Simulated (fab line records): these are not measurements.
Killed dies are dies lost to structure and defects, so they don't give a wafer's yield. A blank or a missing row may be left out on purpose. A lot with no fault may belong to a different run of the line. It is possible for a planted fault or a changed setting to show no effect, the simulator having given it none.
Chamber matching -- flow sky130 -- SKY_VIA1_ETCH_15 on rie diel-04: 4 sister chambers
The step etches SiO2 in C4F8/O2/Ar, stops on TiN, target depth 351 nm, time 54 s. 14 wafers are shown with their chamber, then 7 later ones without.

== EACH WAFER AND ITS CHAMBER ==
wafer,chamber,oes product au (a.u.)
L937.1,2,0.985
L937.2,1,0.991
L937.4,0,0.974
L941.1,1,0.977
L941.2,2,0.984
L941.6,3,0.973
L944.1,0,0.981
L944.2,3,0.974
L944.3,2,0.974
L946.2,2,0.981
L946.3,1,0.988
L946.4,0,0.976
L952.2,0,0.973
L952.3,1,0.981

SIGNATURES (means of the wafers above)
reading,chamber 0,chamber 1,chamber 2,chamber 3,scatter within a chamber
oes product au,0.97600,0.98425,0.98100,0.97350,0.00485
Rule: distance of a wafer from a chamber = root of the sum over the readings of ((wafer's reading minus chamber's mean) / reading's scatter) squared. The wafer belongs to the nearest chamber; if the next one is less than 2 further off, it can't be placed. The scatter is the square root of a quotient: the sum, over the shown wafers, of each reading's squared deviation from its chamber's mean, divided by wafers minus chambers.

== WAFERS WITHOUT THEIR CHAMBER ==
wafer,oes product au (a.u.)
L952.6,0.968
L954.2,0.975
L954.3,0.976
L954.5,0.979
L957.2,0.979
L957.3,0.977
L957.4,0.977

== EACH ONE'S CHAMBER ==
wafer,from the rows above,in truth
L952.6,can't be placed: 3 or 0 or 2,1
L954.2,can't be placed: 0 or 3 or 2 or 1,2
L954.3,can't be placed: 0 or 3 or 2 or 1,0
L954.5,can't be placed: 2 or 0 or 1 or 3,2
L957.2,can't be placed: 2 or 0 or 1 or 3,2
L957.3,can't be placed: 0 or 3 or 2 or 1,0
L957.4,can't be placed: 0 or 3 or 2 or 1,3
Placed correctly: 0 of 7. From these rows, 7 cannot be placed; in 6 the true chamber is one of the candidates. Number placed wrongly: 0.
